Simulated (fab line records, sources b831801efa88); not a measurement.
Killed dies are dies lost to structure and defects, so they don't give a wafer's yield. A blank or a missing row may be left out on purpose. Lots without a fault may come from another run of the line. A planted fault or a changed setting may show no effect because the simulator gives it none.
fab line records | flow sky130
record lots=11 wafers=31 last_day=50
route steps=708 shown LOCAL_INTERCONNECT@399 CONTACT@433 METAL1@453 PAD_OPEN@708
lots that met no fault: from a run of the same line without faults
start_h: hours from the record's first day to the start of the lot's first wafer shown | wait_h: hours since the lot's step before | " the same as in the row above | L1.1+2: a row that stands for several wafers | - no value, or no start given | * or withheld: withheld | < > ~ a bound
route shown NAME@n: a module of which the file shows steps, and the number in the route of the first | usual: mean/standard deviation of fault-free wafers | same: alike in all rows | chamber/n: place in a boat | sites: the reading at each site | _std_site: their standard deviation | _edge_site: outer sites' mean less inner sites' | radius_mm: how far each site lies from the wafer's centre | mask NAME#n: copy n | behind: the tool/chamber that last shaped the wafer | hold: why the lot was held/for how many hours/how that ended | device: the transistor (n, p or np) that didn't switch | end of line: the same wafers' tests at the end of the route | a step without rows: its recipe alone | killed: dies lost to structure and defects at the first sort, not the wafer's yield | map: a wafer's dies, x killed, . not, _ none there
set.NAME: the setting as run; set.NAME@STEP: as run at that earlier step | model.NAME: the simulator's own value behind a step, which no gauge read
steps of the route over a sample of lots; a table a step, a row a wafer
services: from which hour (start_h, from the record's first day; less than 0 if before it) a tool's chamber was out of use, for how many hours, and why
## steps
# step SKY_LOCAL_INTERCONNECT_OVL_MEAS_12
# usual LOCAL_INTERCONNECT_OVL=-6/5
# columns lot.wafer tool chamber start_h wait_h LOCAL_INTERCONNECT_OVL[nm]
L725.2 overlay-02 - 721.15 0.1 -1
L725.3 " - " " -3
L725.6 " - " " -4
L730.1 overlay-02 - 745.79 0.1 -8
L730.2 " - " " -10
L730.3 " - " " -9
L728.1 overlay-02 - 747.09 0.1 -1
L728.3 " - " " -4
L728.6 " - " " -8
L734.1 overlay-02 - 796.01 0.1 -7
L734.5 " - " " -11
L734.6 " - " " -9
L736.1 overlay-02 - 801.94 0.1 -14
L736.3 " - " " -15
L736.5 " - " " -17
L739.3 overlay-01 - 824.41 0.1 -5
L739.6 " - " " -13
L738.2 overlay-02 - 828.25 0.1 -4
L738.6 " - " " 2
L743.3 overlay-02 - 848.90 0.1 -3
L743.4 " - " " -7
L743.5 " - " " -11
L745.1 overlay-01 - 862.54 0.1 -13
L745.4 " - " " -16
L745.5 " - " " -12
L748.1 overlay-01 - 878.40 0.1 0
L748.4 " - " " -8
L748.6 " - " " -7
L747.3 overlay-02 - 880.76 0.1 -8
L747.4 " - " " -7
L747.5 " - " " -12
# step SKY_LOCAL_INTERCONNECT_METAL_ETCH_14
# recipe target_depth_nm=110 stop_on=PSG chemistry=Cl2/BCl3 target=TiN resist_sidewall_deg=88 pressure_mtorr=10 icp_w=900 bias_w=48.5 Cl2_flow_sccm=60 bcl3_flow_sccm=30 time_s=31.4
# usual drypump_motor_current_A=5.5/0.4 oes_product_au=0.940/0.0077 throttle_valve_pct=21.901/0.01
# columns lot.wafer tool chamber start_h wait_h drypump_motor_current_A oes_product_au rf_hours_counter_h throttle_valve_pct
L725.2 rie_metal-04 0 721.24 0.0 5.9 0.943 3 21.903
L725.3 " 1 " " 5.7 0.946 - 21.893
L725.6 " 1 " " 5.7 0.942 - 21.904
L730.1 rie_metal-02 0 745.89 0.0 5.8 0.956 2 21.882
L730.2 " 1 " " 5.0 0.946 5 21.881
L730.3 " 1 " " 5.0 0.940 - 21.898
L728.1 rie_metal-01 0 747.25 0.1 5.9 0.929 11 21.937
L728.3 " 0 " " 5.9 0.944 - 21.891
L728.6 " 0 " " 5.9 0.923 - 21.911
L734.1 rie_metal-04 1 796.11 0.0 5.6 0.940 13 21.911
L734.5 " 0 " " 5.9 0.942 - 21.904
L734.6 " 1 " " 5.7 0.936 - 21.905
L736.1 rie_metal-02 0 802.04 0.0 5.8 0.948 3 21.891
L736.3 " 1 " " 5.0 0.942 - 21.907
L736.5 " 0 " " 5.8 0.950 - 21.897
L739.3 rie_metal-02 1 824.51 0.0 5.0 0.932 - 21.904
L739.6 " 0 " " 5.8 0.930 - 21.916
L738.2 rie_metal-02 0 828.34 0.0 5.8 0.940 4 21.903
L738.6 " 0 " " 5.8 0.933 - 21.919
L743.3 rie_metal-01 0 849.01 0.0 5.9 0.938 - 21.895
L743.4 " 1 " " 5.0 0.929 - 21.880
L743.5 " 0 " " 5.9 0.943 - 21.895
L745.1 rie_metal-01 0 862.64 0.0 5.9 0.935 16 21.909
L745.4 " 0 " " 5.9 0.946 - 21.904
L745.5 " 1 " " 5.0 0.937 - 21.890
L748.1 rie_metal-02 1 878.50 0.0 5.0 0.925 10 21.912
L748.4 " 1 " " 5.0 0.932 - 21.900
L748.6 " 0 " " 5.8 0.922 - 21.913
L747.3 rie_metal-04 1 880.87 0.0 5.7 0.943 - 21.884
L747.4 " 0 " " 5.9 0.941 - 21.905
L747.5 " 1 " " 5.7 0.944 - 21.902
# step SKY_CONTACT_CMP_27
# recipe stop_on=SiO2 t_overpolish_s=15 down_force_psi=3.5 platen_rpm=60 target_thk_nm=0 pad_velocity_m_s=0.94248
# usual motor_current_A=10.7/1.2 overpolish_run_s=15.000/0.0088 retaining_ring_pressure_frac=0.999/0.0049 time_to_endpoint_s=82/6
# columns lot.wafer tool chamber start_h wait_h motor_current_A overpolish_run_s retaining_ring_pressure_frac time_to_endpoint_s
L725.3 cmp-02 1 751.76 0.5 8.9 15.000 1.000 79
L725.2 " 0 " " 10.4 15.002 1.001 87
L725.6 " 2 " " 11.9 15.006 0.997 79
L730.2 cmp-02 1 776.24 0.0 8.6 15.017 0.989 80
L730.1 " 2 " " 11.7 15.008 1.003 79
L730.3 " 0 " " 10.3 14.997 1.004 89
L728.3 cmp-02 0 777.46 0.1 10.1 15.005 1.004 88
L728.1 " 1 " " 8.4 14.993 1.006 75
L728.6 " 3 " " 10.2 15.014 1.003 79
L734.1 cmp-01 2 824.60 0.1 12.0 15.004 0.998 81
L734.5 " 2 " " 11.8 15.001 0.993 84
L734.6 " 3 " " 12.8 14.990 0.992 80
L736.3 cmp-02 0 831.22 0.0 10.3 14.985 0.995 87
L736.1 " 1 " " 8.9 15.005 1.011 75
L736.5 " 1 " " 8.5 15.000 0.992 76
L739.3 cmp-01 1 853.94 0.0 10.9 14.997 1.004 85
L739.6 " 1 " " 11.3 14.999 0.996 85
L738.2 cmp-02 0 857.36 0.1 9.8 14.991 0.993 94
L738.6 " 3 " " 10.1 15.016 0.994 83
L743.3 cmp-01 2 877.29 0.1 11.3 14.990 0.995 79
L743.4 " 0 " " 10.2 15.003 1.003 70
L743.5 " 2 " " 11.9 15.002 0.996 78
L745.4 cmp-02 2 891.39 0.0 11.5 14.998 0.999 81
L745.1 " 1 " " 8.7 14.999 0.998 80
L745.5 " 2 " " 12.0 14.999 1.001 82
L748.1 cmp-02 0 906.44 0.1 10.5 15.005 0.999 94
L748.4 " 2 " " 11.6 14.999 0.999 87
L748.6 " 0 " " 10.6 15.006 0.995 92
L747.4 cmp-02 2 908.94 0.1 11.7 14.989 0.996 83
L747.3 " 3 " " 10.7 14.989 0.998 86
L747.5 " 1 " " 8.7 14.979 1.001 84
# step SKY_METAL1_METAL_ETCH_19
# recipe target_depth_a=3600 stop_on=SiO2 over_etch_frac=0.3 time_s=78 chemistry=Cl2/BCl3 resist_sidewall_deg=88 pressure_mtorr=10 icp_w=900 bias_w=48.5 Cl2_flow_sccm=60 bcl3_flow_sccm=30
# usual drypump_motor_current_A=5.5/0.39 oes_product_au=0.852/0.0061 over_etch_frac=0.3/0 throttle_valve_pct=22.263/0.0096
# columns lot.wafer tool chamber start_h wait_h drypump_motor_current_A oes_product_au over_etch_frac rf_hours_counter_h throttle_valve_pct
L725.2 rie_metal-01 0 780.78 0.0 5.9 0.848 0.3 13 22.246
L725.3 " 0 " " 5.9 0.845 0.3 - 22.272
L725.6 " 1 " " 5.0 0.878 0.3 - 22.252
L730.1 rie_metal-03 1 803.71 0.0 5.6 0.854 0.3 2 22.261
L730.2 " 0 " " 5.9 0.849 0.3 15 22.272
L730.3 " 0 " " 5.9 0.867 0.3 - 22.264
L728.1 rie_metal-02 1 804.78 0.0 5.0 0.853 0.3 6 22.263
L728.3 " 1 " " 5.0 0.855 0.3 - 22.259
L728.6 " 0 " " 5.8 0.851 0.3 - 22.255
L734.1 rie_metal-03 1 851.71 0.0 5.7 0.866 0.3 3 22.266
L734.5 " 1 " " 5.6 0.846 0.3 - 22.254
L734.6 " 0 " " 5.9 0.845 0.3 - 22.270
L736.1 rie_metal-03 0 857.84 0.0 5.9 0.857 0.3 17 22.267
L736.3 " 0 " " 5.9 0.857 0.3 - 22.279
L736.5 " 0 " " 5.9 0.852 0.3 - 22.261
L739.3 rie_metal-03 1 881.24 0.1 5.6 0.789 0.51155 - 22.259
L739.6 " 1 " " 5.6 0.785 0.51155 - 22.258
L738.2 rie_metal-03 0 884.49 0.0 5.9 0.840 0.3 18 22.237
L738.6 " 1 " " 5.6 0.783 0.51155 - 22.253
L743.3 rie_metal-03 1 903.25 0.1 5.6 0.784 0.51155 - 22.261
L743.4 " 1 " " 5.6 0.859 0.3 - 22.279
L743.5 " 1 " " 5.6 0.852 0.3 - 22.290
L745.1 rie_metal-01 1 917.05 0.1 5.0 0.851 0.3 6 22.252
L745.4 " 1 " " 5.0 0.853 0.3 - 22.269
L745.5 " 1 " " 5.0 0.850 0.3 - 22.258
L748.1 rie_metal-01 1 932.28 0.0 5.0 0.843 0.3 7 22.264
L748.4 " 1 " " 4.9 0.842 0.3 - 22.255
L748.6 " 1 " " 5.0 0.849 0.3 - 22.262
L747.3 rie_metal-02 0 934.54 0.1 5.8 0.850 0.3 - 22.253
L747.4 " 1 " " 5.0 0.844 0.3 - 22.259
L747.5 " 0 " " 5.8 0.843 0.3 - 22.264
# step SKY_METAL1_STRIP_20
# recipe chemistry=O2/N2 power_w=1400 pressure_mtorr=1500 platen_temp_c=withheld o2_flow_sccm=3000 n2_flow_sccm=300 overash_fraction=0.5
# usual drypump_motor_current_A=5.9/0.41 oes_product_au=0.342/0.0049 strip_time_to_endpoint_s=2.68/0.066
# columns lot.wafer tool chamber start_h wait_h drypump_motor_current_A oes_product_au rf_hours_counter_h strip_time_to_endpoint_s
L725.2 plasma_asher-04 0 780.87 0.1 6.6 0.338 61 2.62
L725.3 " 0 " " 6.6 0.334 - 2.64
L725.6 " 0 " " 6.6 0.348 - 2.70
L730.1 plasma_asher-04 1 803.80 0.1 5.4 0.349 63 2.76
L730.2 " 0 " " 6.6 0.344 63 2.60
L730.3 " 1 " " 5.4 0.344 - 2.58
L728.1 plasma_asher-03 0 804.87 0.1 6.0 0.338 33 2.67
L728.3 " 1 " " 5.6 0.331 - 2.67
L728.6 " 0 " " 6.0 0.332 - 2.60
L734.1 plasma_asher-01 1 851.80 0.1 5.9 0.349 106 2.79
L734.5 " 0 " " 5.7 0.349 - 2.77
L734.6 " 1 " " 5.9 0.345 - 2.66
L736.1 plasma_asher-04 0 857.93 0.1 6.6 0.341 69 2.64
L736.3 " 0 " " 6.6 0.341 - 2.63
L736.5 " 0 " " 6.6 0.336 - 2.65
L739.3 plasma_asher-01 1 881.33 0.1 5.9 0.325 - 2.33
L739.6 " 0 " " 5.7 0.331 - 2.33
L738.2 plasma_asher-04 1 884.58 0.1 5.4 0.346 72 2.66
L738.6 " 1 " " 5.4 0.329 - 2.35
L743.3 plasma_asher-01 1 903.40 0.1 5.9 0.328 - 2.31
L743.4 " 0 " " 5.7 0.345 - 2.76
L743.5 " 0 " " 5.7 0.344 - 2.73
L745.1 plasma_asher-03 0 917.23 0.1 6.0 0.353 43 2.70
L745.4 " 0 " " 6.0 0.350 - 2.74
L745.5 " 1 " " 5.6 0.346 - 2.74
L748.1 plasma_asher-03 1 932.37 0.1 5.6 0.338 44 2.69
L748.4 " 1 " " 5.6 0.347 - 2.72
L748.6 " 0 " " 6.0 0.345 - 2.70
L747.3 plasma_asher-03 1 934.63 0.1 5.6 0.349 - 2.59
L747.4 " 0 " " 6.0 0.342 - 2.60
L747.5 " 0 " " 6.0 0.338 - 2.61
# step SKY_PAD_OPEN_PROBE_99
# usual defect_limited_yield=82.5/2 killed_at_M0_to_M3=44/7.7 killed_at_M4_up=3.0/1.9 killed_at_contacts=25/5.6 killed_at_front_end=15/4.6 killed_at_other=0.3/0.47 killed_dies=86/9.9 killed_open=47/7.4 killed_short=39/5.9 sort_bin_3_pad_short=0.8/0.37 sort_bin_5_function=10.4/1.5 sort_bin_6_memory=6.3/1 sort_n_pass=406/9.9 sort_yield_pct=82.5/2
# same gross_dies=492 killed_at_back_side=0 sort_bin_4_leakage[%]=0 sort_bin_8_speed[%]=0
# columns lot.wafer tool chamber start_h wait_h defect_limited_yield[%] killed_at_M0_to_M3 killed_at_M4_up killed_at_contacts killed_at_front_end killed_at_other killed_dies killed_open killed_short sort_bin_3_pad_short[%] sort_bin_5_function[%] sort_bin_6_memory[%] sort_n_pass sort_yield_pct[%]
L725.2 prober-02 - 1091.90 0.1 81.5 49 4 31 7 0 91 51 40 1.4 10.6 6.5 401 81.5
L725.3 prober-02 - 1091.95 0.2 83.9 37 2 22 17 1 79 35 44 1.4 9.3 5.3 413 83.9
L725.6 prober-02 - 1092.10 0.2 80.7 54 1 26 13 1 95 58 37 0.8 11.8 6.7 397 80.7
L730.1 prober-01 - 1107.61 0.1 80.3 54 11 25 6 1 97 47 50 1.4 11.2 7.1 395 80.3
L730.2 prober-01 - 1107.66 0.1 83.1 42 3 21 17 0 83 47 36 1.2 9.1 6.5 409 83.1
L730.3 prober-01 - 1107.71 0.2 79.9 49 2 29 19 0 99 46 53 1.0 12.4 6.7 393 79.9
L728.1 prober-02 - 1109.12 0.1 82.1 40 4 34 10 0 88 49 39 0.6 10.8 6.5 404 82.1
L728.3 prober-02 - 1109.22 0.2 81.3 50 5 22 15 0 92 51 41 1.2 11.4 6.1 400 81.3
L728.6 prober-02 - 1109.37 0.2 79.1 49 6 32 16 0 103 59 44 1.2 11.8 7.9 389 79.1
L734.1 prober-02 - 1143.96 0.1 79.5 56 6 18 21 0 101 65 36 0.6 11.4 8.5 391 79.5
L734.5 prober-02 - 1144.16 0.2 80.3 54 3 23 16 1 97 55 42 1.0 11.2 7.5 395 80.3
L734.6 prober-02 - 1144.21 0.2 83.3 53 0 17 12 0 82 38 44 0.6 10.6 5.5 410 83.3
L736.1 prober-02 - 1146.56 0.1 81.1 38 2 38 15 0 93 48 45 0.4 11.6 6.9 399 81.1
L736.3 prober-02 - 1146.66 0.2 84.1 39 0 21 18 0 78 46 32 0.6 11.4 3.9 414 84.1
L736.5 prober-02 - 1146.76 0.2 82.5 58 0 19 9 0 86 56 30 0.8 10.2 6.5 406 82.5
L739.3 prober-02 - 1165.74 0.2 81.3 48 6 28 10 0 92 49 43 0.4 13.0 5.3 400 81.3
L739.6 prober-02 - 1165.89 0.2 79.5 52 6 24 18 1 101 60 41 0.8 12.6 7.1 391 79.5
L738.2 prober-02 - 1166.03 0.1 84.3 33 2 34 8 0 77 42 35 1.6 8.9 5.1 415 84.3
L738.6 prober-02 - 1166.23 0.2 85.2 34 3 28 8 0 73 40 33 0.8 9.1 4.9 419 85.2
L743.3 prober-02 - 1179.82 0.2 82.9 41 1 24 18 0 84 54 30 0 11.4 5.7 408 82.9
L743.4 prober-02 - 1179.87 0.2 82.5 45 5 18 18 0 86 51 35 1.0 11.6 4.9 406 82.5
L743.5 prober-02 - 1179.92 0.2 80.5 49 4 32 11 0 96 53 43 0.4 13.2 5.9 396 80.5
L745.1 prober-02 - 1189.91 0.1 83.5 41 6 25 9 0 81 49 32 0.4 10.6 5.5 411 83.5
L745.4 prober-02 - 1190.06 0.2 85.0 28 3 23 20 0 74 40 30 0.8 8.7 5.5 418 85.0
L745.5 prober-02 - 1190.11 0.2 84.1 40 1 24 11 2 78 37 41 0.4 10.4 5.1 414 84.1
L748.1 prober-01 - 1197.57 0.1 81.3 47 4 23 18 0 92 47 45 0.8 10.2 7.7 400 81.3
L748.4 prober-01 - 1197.72 0.2 82.7 43 3 20 19 0 85 42 43 1.4 11.0 4.9 407 82.7
L748.6 prober-01 - 1197.82 0.2 82.1 38 8 29 13 0 88 42 46 0.6 11.4 5.9 404 82.1
L747.3 prober-02 - 1199.17 0.2 84.3 48 0 13 16 0 77 38 39 0.8 8.7 6.1 415 84.3
L747.4 prober-02 - 1199.22 0.2 80.9 58 2 17 16 1 94 56 38 0.8 12.2 6.1 398 80.9
L747.5 prober-02 - 1199.27 0.2 85.0 38 1 17 18 0 74 39 35 1.0 8.1 5.9 418 85.0
# killed by level:class
L725.2 CONTACT:geometric_particle:open=10 VIA3:geometric_particle:open=9 LI_CONTACT:geometric_particle:open=8 VIA2:geometric_particle:open=8 METAL1:geometric_particle:short=7 LOCAL_INTERCONNECT:geometric_particle:short=7 VIA1:geometric_particle:open=6 METAL2:geometric_particle:short=4
L725.3 VIA1:geometric_particle:open=8 VIA3:geometric_particle:open=8 FIELD_ISO:geometric_particle:short=6 LI_CONTACT:geometric_particle:open=6 LOCAL_INTERCONNECT:geometric_particle:short=6 VIA1:geometric_particle:short=6 METAL1:geometric_particle:short=5 FIELD_ISO:geometric_particle:open=4
L725.6 VIA1:geometric_particle:open=13 CONTACT:geometric_particle:open=11 VIA3:geometric_particle:open=8 LI_CONTACT:geometric_particle:open=7 VIA1:geometric_particle:short=7 VIA2:geometric_particle:open=6 METAL1:geometric_particle:short=5 CONTACT:geometric_particle:short=4
L730.1 VIA2:geometric_particle:open=13 METAL4:geometric_particle:short=11 VIA3:geometric_particle:open=9 LI_CONTACT:geometric_particle:open=7 CONTACT:geometric_particle:short=6 VIA1:geometric_particle:open=6 METAL2:geometric_particle:short=6 CONTACT:geometric_particle:open=5
L730.2 CONTACT:geometric_particle:open=9 VIA3:geometric_particle:short=8 FIELD_ISO:geometric_particle:open=7 LI_CONTACT:geometric_particle:open=7 VIA3:geometric_particle:open=6 METAL2:geometric_particle:short=5 METAL1:geometric_particle:short=5 VIA1:geometric_particle:open=5
L730.3 LOCAL_INTERCONNECT:geometric_particle:short=9 METAL2:geometric_particle:short=9 VIA3:geometric_particle:open=9 LI_CONTACT:geometric_particle:open=7 CONTACT:geometric_particle:open=7 VIA3:geometric_particle:short=7 VIA1:geometric_particle:open=6 FIELD_ISO:geometric_particle:short=5
L728.1 LI_CONTACT:geometric_particle:open=10 CONTACT:geometric_particle:open=10 VIA1:geometric_particle:open=8 VIA3:geometric_particle:open=8 LOCAL_INTERCONNECT:geometric_particle:short=7 VIA2:geometric_particle:open=5 LI_CONTACT:geometric_particle:short=4 METAL1:geometric_particle:short=4
L728.3 VIA2:geometric_particle:open=14 CONTACT:geometric_particle:open=9 VIA1:geometric_particle:open=8 METAL2:geometric_particle:short=8 LI_CONTACT:geometric_particle:open=7 VIA2:geometric_particle:short=5 VIA3:geometric_particle:open=5 METAL4:geometric_particle:short=5
L728.6 LI_CONTACT:geometric_particle:open=10 CONTACT:geometric_particle:open=9 VIA1:geometric_particle:open=9 VIA3:geometric_particle:open=8 VIA1:geometric_particle:short=8 METAL1:geometric_particle:short=5 FIELD_ISO:geometric_particle:open=4 POLY_GATE:geometric_particle:short=4
L734.1 VIA1:geometric_particle:open=13 VIA2:geometric_particle:open=10 CONTACT:geometric_particle:open=9 METAL1:geometric_particle:short=7 VIA3:geometric_particle:open=7 POLY_GATE:geometric_particle:open=6 VIA1:geometric_particle:short=6 METAL2:geometric_particle:short=6
L734.5 VIA1:geometric_particle:open=15 CONTACT:geometric_particle:open=11 VIA2:geometric_particle:open=8 FIELD_ISO:geometric_particle:short=6 METAL1:geometric_particle:short=6 FIELD_ISO:geometric_particle:open=5 VIA1:geometric_particle:short=5 METAL2:geometric_particle:short=5
L734.6 METAL1:geometric_particle:short=9 VIA1:geometric_particle:open=8 CONTACT:geometric_particle:open=7 LI_CONTACT:geometric_particle:open=7 VIA3:geometric_particle:open=7 VIA3:geometric_particle:short=6 VIA2:geometric_particle:open=5 METAL3:geometric_particle:short=5
L736.1 CONTACT:geometric_particle:open=12 LI_CONTACT:geometric_particle:open=11 CONTACT:geometric_particle:short=8 FIELD_ISO:geometric_particle:short=6 VIA3:geometric_particle:open=6 VIA3:geometric_particle:short=6 METAL3:geometric_particle:short=5 VIA1:geometric_particle:short=4
L736.3 CONTACT:geometric_particle:open=11 VIA1:geometric_particle:open=8 FIELD_ISO:geometric_particle:open=6 VIA3:geometric_particle:open=6 VIA2:geometric_particle:open=6 VIA1:geometric_particle:short=6 POLY_GATE:geometric_particle:open=5 METAL3:geometric_particle:short=4
L736.5 VIA1:geometric_particle:open=14 VIA3:geometric_particle:open=11 VIA2:geometric_particle:open=10 LI_CONTACT:geometric_particle:open=7 METAL2:geometric_particle:short=6 POLY_GATE:geometric_particle:open=5 CONTACT:geometric_particle:open=5 METAL1:geometric_particle:short=4
L739.3 VIA1:geometric_particle:open=15 LI_CONTACT:geometric_particle:open=7 CONTACT:geometric_particle:open=7 CONTACT:geometric_particle:short=6 METAL2:geometric_particle:short=6 VIA3:geometric_particle:open=6 LOCAL_INTERCONNECT:geometric_particle:short=5 VIA1:geometric_particle:short=5
L739.6 VIA1:geometric_particle:open=11 VIA2:geometric_particle:open=11 CONTACT:geometric_particle:open=9 VIA3:geometric_particle:open=8 LI_CONTACT:geometric_particle:open=6 VIA3:geometric_particle:short=5 METAL4:geometric_particle:short=4 FIELD_ISO:geometric_particle:open=4
L738.2 VIA1:geometric_particle:open=10 CONTACT:geometric_particle:open=9 LI_CONTACT:geometric_particle:open=8 METAL2:geometric_particle:short=8 LOCAL_INTERCONNECT:geometric_particle:short=6 CONTACT:geometric_particle:short=5 VIA2:geometric_particle:open=5 LI_CONTACT:geometric_particle:short=4
L738.6 CONTACT:geometric_particle:open=13 VIA1:geometric_particle:open=6 LI_CONTACT:geometric_particle:open=5 LOCAL_INTERCONNECT:geometric_particle:short=5 METAL1:geometric_particle:short=5 VIA2:geometric_particle:open=5 FIELD_ISO:geometric_particle:open=3 VIA1:geometric_particle:short=3
L743.3 VIA3:geometric_particle:open=11 CONTACT:geometric_particle:open=9 LI_CONTACT:geometric_particle:open=7 POLY_GATE:geometric_particle:open=5 VIA2:geometric_particle:open=5 CONTACT:geometric_particle:short=5 VIA1:geometric_particle:short=5 VIA1:geometric_particle:open=5
L743.4 FIELD_ISO:geometric_particle:open=9 VIA1:geometric_particle:open=9 CONTACT:geometric_particle:open=8 VIA2:geometric_particle:open=8 VIA3:geometric_particle:open=7 METAL1:geometric_particle:short=6 METAL2:geometric_particle:short=6 LOCAL_INTERCONNECT:geometric_particle:short=5
L743.5 VIA3:geometric_particle:open=10 CONTACT:geometric_particle:open=10 VIA2:geometric_particle:open=9 LI_CONTACT:geometric_particle:open=8 VIA1:geometric_particle:open=8 CONTACT:geometric_particle:short=6 METAL2:geometric_particle:short=6 METAL1:geometric_particle:short=5
L745.1 VIA1:geometric_particle:open=13 LI_CONTACT:geometric_particle:open=9 VIA2:geometric_particle:open=8 CONTACT:geometric_particle:short=6 CONTACT:geometric_particle:open=5 VIA3:geometric_particle:open=5 METAL2:geometric_particle:short=4 METAL4:geometric_particle:short=4
L745.4 CONTACT:geometric_particle:open=12 VIA2:geometric_particle:open=7 FIELD_ISO:geometric_particle:open=5 FIELD_ISO:geometric_particle:short=4 CONTACT:geometric_particle:short=4 POLY_GATE:area_etch=4 METAL2:geometric_particle:open=3 SPACER:geometric_particle:short=3
L745.5 VIA3:geometric_particle:open=8 VIA1:geometric_particle:open=7 METAL2:geometric_particle:short=7 LI_CONTACT:geometric_particle:short=6 CONTACT:geometric_particle:short=6 FIELD_ISO:geometric_particle:open=5 LI_CONTACT:geometric_particle:open=5 VIA2:geometric_particle:short=5
L748.1 VIA1:geometric_particle:open=9 METAL1:geometric_particle:short=9 CONTACT:geometric_particle:open=8 VIA2:geometric_particle:open=7 VIA3:geometric_particle:open=7 LOCAL_INTERCONNECT:geometric_particle:short=6 VIA1:geometric_particle:short=6 FIELD_ISO:geometric_particle:short=5
L748.4 VIA2:geometric_particle:open=8 VIA3:geometric_particle:open=8 CONTACT:geometric_particle:short=7 FIELD_ISO:geometric_particle:short=6 METAL1:geometric_particle:short=5 CONTACT:geometric_particle:open=5 VIA1:geometric_particle:short=5 VIA1:geometric_particle:open=5
L748.6 CONTACT:geometric_particle:open=10 VIA1:geometric_particle:open=8 LI_CONTACT:geometric_particle:open=7 METAL1:geometric_particle:short=7 CONTACT:geometric_particle:short=5 LI_CONTACT:geometric_particle:short=4 VIA1:geometric_particle:short=4 METAL2:geometric_particle:short=4
L747.3 VIA1:geometric_particle:open=13 METAL1:geometric_particle:short=6 METAL2:geometric_particle:short=6 FIELD_ISO:geometric_particle:short=5 CONTACT:geometric_particle:open=5 VIA2:geometric_particle:open=4 METAL3:geometric_particle:short=4 VIA2:geometric_particle:short=3
L747.4 VIA1:geometric_particle:open=15 VIA1:geometric_particle:short=10 CONTACT:geometric_particle:open=9 VIA2:geometric_particle:open=8 FIELD_ISO:geometric_particle:open=6 METAL2:geometric_particle:open=6 POLY_GATE:geometric_particle:open=5 METAL2:geometric_particle:short=5
L747.5 VIA1:geometric_particle:open=10 METAL2:geometric_particle:short=6 VIA2:geometric_particle:open=5 FIELD_ISO:geometric_particle:short=4 FIELD_ISO:geometric_particle:open=4 VIA1:geometric_particle:short=4 LI_CONTACT:geometric_particle:open=4 CONTACT:geometric_particle:open=4
## services
# columns tool chamber start_h hours kind
cmp-02 - 705.36 5.2 pm
plasma_asher-03 - 714.82 41.4 repair
rie_metal-04 - 718.20 0.4 repair
cmp-02 - 722.75 2.5 repair
cmp-01 - 737.26 0.6 repair
cmp-02 - 744.16 4.0 pm
cmp-01 - 745.02 0.6 repair
rie_metal-01 1 746.58 1.3 repair
cmp-01 - 747.70 4.2 repair
cmp-01 - 752.50 4.6 pm
rie_metal-02 - 753.57 28.1 pm
rie_metal-04 - 771.82 2.8 pm
rie_metal-04 0 780.77 2.3 repair
plasma_asher-01 - 796.90 1.2 repair
cmp-01 - 802.02 4.3 repair
cmp-02 - 819.59 3.8 repair
rie_metal-01 1 828.53 4.4 repair
cmp-01 - 830.49 1.9 repair
rie_metal-01 1 844.19 2.4 repair
plasma_asher-03 - 857.92 4.0 repair
rie_metal-03 - 870.39 2.8 pm
plasma_asher-03 - 874.41 15.6 pm
cmp-01 - 878.28 0.7 repair
rie_metal-02 - 895.91 0.3 repair
## key
first_sign step=SKY_METAL1_METAL_ETCH_19 reading=over_etch_frac direction=up sigmas=99+ usual=0.3 struck=0.51155
effect step=SKY_METAL1_METAL_ETCH_19 reading=oes_product_au direction=down sigmas=11 usual=0.852 struck=0.785
effect step=SKY_METAL1_STRIP_20 reading=strip_time_to_endpoint_s direction=down sigmas=5.3 usual=* struck=*
met_at SKY_METAL1_METAL_ETCH_19
struck_lots L738,L739,L743
struck_wafers L738.6,L739.3,L739.6,L743.3
not_acting_at SKY_LOCAL_INTERCONNECT_OVL_MEAS_12,SKY_LOCAL_INTERCONNECT_METAL_ETCH_14,SKY_CONTACT_CMP_27
onset_between 857.84 881.24
fault kind=process_parameter_drift tool=rie_metal-03 chamber=- onset_h=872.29 steps=SKY_METAL1_METAL_ETCH_19 channel=over_etch_frac offset=0.21155 shape=step end_h=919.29 scope=struck_wafers_only acts_in=these_recipes_only stated=0.3
